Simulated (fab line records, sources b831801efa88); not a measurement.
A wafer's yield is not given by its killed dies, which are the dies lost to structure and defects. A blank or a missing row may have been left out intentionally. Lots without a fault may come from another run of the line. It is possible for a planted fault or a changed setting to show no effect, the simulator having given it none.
Which of the tools did it? :: flow sky130 :: Sampling: 24 lots, 72 wafers, 3 of 708 route steps

== WHAT EACH GAUGE READ, for each wafer ==
SKY_LOCAL_INTERCONNECT_OVL_MEAS_12.
lot: L074
measured: day 30 07:11
on: overlay-02
LOCAL_INTERCONNECT_OVL (nm): 0 -4 -2

lot: L075
measured: day 30 22:13
on: overlay-02
LOCAL_INTERCONNECT_OVL (nm): 3 -2 1

lot: L076
measured: day 31 00:03
on: overlay-01
LOCAL_INTERCONNECT_OVL (nm): -4 -8 -8

lot: L077
measured: day 31 10:44
on: overlay-01
LOCAL_INTERCONNECT_OVL (nm): 6 -2 -3

lot: L078
measured: day 31 14:31
on: overlay-01
LOCAL_INTERCONNECT_OVL (nm): -2 -8 1

lot: L079
measured: day 32 18:07
on: overlay-01
LOCAL_INTERCONNECT_OVL (nm): -8 -7 -1

lot: L080
measured: day 32 20:09
on: overlay-01
LOCAL_INTERCONNECT_OVL (nm): 5 1 5

lot: L081
measured: day 32 22:30
on: overlay-01
LOCAL_INTERCONNECT_OVL (nm): 2 -1 -4

lot: L082
measured: day 33 03:08
on: overlay-02
LOCAL_INTERCONNECT_OVL (nm): -5 -4 -12

lot: L083
measured: day 34 03:48
on: overlay-02
LOCAL_INTERCONNECT_OVL (nm): -8 9 -4

lot: L084
measured: day 34 06:36
on: overlay-02
LOCAL_INTERCONNECT_OVL (nm): -6 -12 -6

lot: L086
measured: day 35 02:11
on: overlay-02
LOCAL_INTERCONNECT_OVL (nm): 1 2 10

lot: L085
measured: day 35 02:31
on: overlay-02
LOCAL_INTERCONNECT_OVL (nm): 0 -8 -2

lot: L087
measured: day 35 03:15
on: overlay-02
LOCAL_INTERCONNECT_OVL (nm): 0 -3 -6

lot: L088
measured: day 35 05:18
on: overlay-01
LOCAL_INTERCONNECT_OVL (nm): -9 -8 -4

lot: L089
measured: day 35 11:49
on: overlay-02
LOCAL_INTERCONNECT_OVL (nm): 7 0 -4

lot: L090
measured: day 35 14:42
on: overlay-02
LOCAL_INTERCONNECT_OVL (nm): -14 -8 -9

lot: L092
measured: day 36 07:54
on: overlay-01
LOCAL_INTERCONNECT_OVL (nm): -11 -16 -12

lot: L091
measured: day 36 10:13
on: overlay-01
LOCAL_INTERCONNECT_OVL (nm): -11 -19 -11

lot: L093
measured: day 36 14:07
on: overlay-02
LOCAL_INTERCONNECT_OVL (nm): -10 3 3

lot: L094
measured: day 37 13:38
on: overlay-01
LOCAL_INTERCONNECT_OVL (nm): 0 3 -4

lot: L096
measured: day 37 15:53
on: overlay-02
LOCAL_INTERCONNECT_OVL (nm): -7 0 -14

lot: L095
measured: day 37 16:35
on: overlay-02
LOCAL_INTERCONNECT_OVL (nm): -2 2 -8

lot: L097
measured: day 37 18:53
on: overlay-02
LOCAL_INTERCONNECT_OVL (nm): -4 3 -1

SKY_VIA1_RS_MEAS_22: a four-point-probe measurement.
lot: L074
measured: day 33 22:36
on: film_metro-04
VIA1_W_RS (ohm/sq): 0.430 0.427 0.427

lot: L075
measured: day 34 11:14
on: film_metro-04
VIA1_W_RS (ohm/sq): 0.423 0.428 0.428

lot: L076
measured: day 34 13:16
on: film_metro-02
VIA1_W_RS (ohm/sq): 0.429 0.425 0.428

lot: L077
measured: day 35 00:57
on: film_metro-04
VIA1_W_RS (ohm/sq): 0.426 0.431 0.425

lot: L078
measured: day 35 04:29
on: film_metro-02
VIA1_W_RS (ohm/sq): 0.427 0.425 0.432

lot: L079
measured: day 36 06:04
on: film_metro-03
VIA1_W_RS (ohm/sq): 0.431 0.428 0.424

lot: L080
measured: day 36 09:28
on: film_metro-02
VIA1_W_RS (ohm/sq): 0.423 0.417 0.427

lot: L081
measured: day 36 11:26
on: film_metro-04
VIA1_W_RS (ohm/sq): 0.429 0.426 0.424

lot: L082
measured: day 36 16:04
on: film_metro-04
VIA1_W_RS (ohm/sq): 0.422 0.425 0.424

lot: L083
measured: day 37 15:58
on: film_metro-02
VIA1_W_RS (ohm/sq): 0.427 0.429 0.424

lot: L084
measured: day 37 18:10
on: film_metro-04
VIA1_W_RS (ohm/sq): 0.435 0.435 0.429

lot: L086
measured: day 38 11:25
on: film_metro-03
VIA1_W_RS (ohm/sq): 0.424 0.426 0.420

lot: L085
measured: day 38 12:06
on: film_metro-03
VIA1_W_RS (ohm/sq): 0.429 0.428 0.427

lot: L087
measured: day 38 14:48
on: film_metro-03
VIA1_W_RS (ohm/sq): 0.428 0.428 0.421

lot: L088
measured: day 38 16:50
on: film_metro-03
VIA1_W_RS (ohm/sq): 0.429 0.429 0.431

lot: L089
measured: day 38 22:48
on: film_metro-02
VIA1_W_RS (ohm/sq): 0.422 0.432 0.426

lot: L090
measured: day 39 00:50
on: film_metro-04
VIA1_W_RS (ohm/sq): 0.432 0.436 0.434

lot: L092
measured: day 39 17:16
on: film_metro-03
VIA1_W_RS (ohm/sq): 0.426 0.423 0.424

lot: L091
measured: day 39 19:38
on: film_metro-03
VIA1_W_RS (ohm/sq): 0.424 0.420 0.425

lot: L093
measured: day 39 22:46
on: film_metro-04
VIA1_W_RS (ohm/sq): 0.434 0.433 0.432

lot: L094
measured: day 40 21:20
on: film_metro-04
VIA1_W_RS (ohm/sq): 0.434 0.436 0.430

lot: L096
measured: day 41 00:20
on: film_metro-04
VIA1_W_RS (ohm/sq): 0.434 0.433 0.436

lot: L095
measured: day 41 00:41
on: film_metro-02
VIA1_W_RS (ohm/sq): 0.424 0.430 0.425

lot: L097
measured: day 41 03:55
on: film_metro-04
VIA1_W_RS (ohm/sq): 0.425 0.416 0.426

SKY_VIA2_BOW_MEAS_03.
lot: L074
measured: day 35 02:35
on: film_metro-02
VIA2_BOW (um): 89 78 90

lot: L075
measured: day 35 15:41
on: film_metro-02
VIA2_BOW (um): 88 95 93

lot: L076
measured: day 35 16:41
on: film_metro-02
VIA2_BOW (um): 76 84 95

lot: L077
measured: day 36 05:00
on: film_metro-03
VIA2_BOW (um): 75 88 78

lot: L078
measured: day 36 08:43
on: film_metro-02
VIA2_BOW (um): 79 71 91

lot: L079
measured: day 37 09:55
on: film_metro-03
VIA2_BOW (um): 90 76 100

lot: L080
measured: day 37 13:58
on: film_metro-01
VIA2_BOW (um): 90 89 96

lot: L081
measured: day 37 15:04
on: film_metro-03
VIA2_BOW (um): 88 74 83

lot: L082
measured: day 37 19:32
on: film_metro-02
VIA2_BOW (um): 83 82 87

lot: L083
measured: day 38 19:55
on: film_metro-03
VIA2_BOW (um): 83 90 75

lot: L084
measured: day 38 22:05
on: film_metro-01
VIA2_BOW (um): 70 83 73

lot: L086
measured: day 39 14:36
on: film_metro-01
VIA2_BOW (um): 87 92 95

lot: L085
measured: day 39 15:44
on: film_metro-01
VIA2_BOW (um): 83 89 90

lot: L087
measured: day 39 17:59
on: film_metro-03
VIA2_BOW (um): 87 84 73

lot: L088
measured: day 39 20:11
on: film_metro-02
VIA2_BOW (um): 88 75 94

lot: L089
measured: day 40 02:11
on: film_metro-01
VIA2_BOW (um): 96 77 101

lot: L090
measured: day 40 03:16
on: film_metro-01
VIA2_BOW (um): 90 82 79

lot: L092
measured: day 40 20:21
on: film_metro-01
VIA2_BOW (um): 84 76 82

lot: L091
measured: day 40 22:23
on: film_metro-02
VIA2_BOW (um): 87 83 83

lot: L093
measured: day 41 01:25
on: film_metro-03
VIA2_BOW (um): 80 92 97

lot: L094
measured: day 41 23:12
on: film_metro-01
VIA2_BOW (um): 95 98 87

lot: L096
measured: day 42 02:23
on: film_metro-01
VIA2_BOW (um): 85 71 90

lot: L095
measured: day 42 03:05
on: film_metro-03
VIA2_BOW (um): 86 82 96

lot: L097
measured: day 42 05:40
on: film_metro-03
VIA2_BOW (um): 89 80 74

== WHAT TOOL EACH LOT RAN ON (gives the tool, then ch and the chambers of the sampled wafers, and finally the start) ==
Before these readings, the record contains no process step.

== AS READ BY THE TOOLS THEMSELVES (means over the sampled wafers that have a number; for cases with no such wafer, the mark the record gives instead) ==
The record holds no such reading with a usual standard deviation.

== THE ANSWER, worked out from the rows above alone ==
Rule: what is usual is taken from the lots themselves. Put in order of their means at a reading, lots are off if they are a third of the lots or fewer, leave a main group of 4 or more, and stand apart from it by a gap of 3 or more times the standard deviation of the main group's means; of several such gaps the widest counts. If all means in a main group match to the digits the tables above print for the reading, that group is not used. Also off: a lot with no number at a reading for which 4 or more lots have one. Any other lot the step has rows for is counted as sound. The gauges are gone through in route order, then the tools' own readings, and for those a lot's mean is taken as printed above. At the first step where some lot is off, the reading lying furthest off is the one used; lots without a number count as furthest.
No lot is off at any reading shown: from this, nothing can be told.

== WHAT THE SIMULATOR HAD PUT IN ==
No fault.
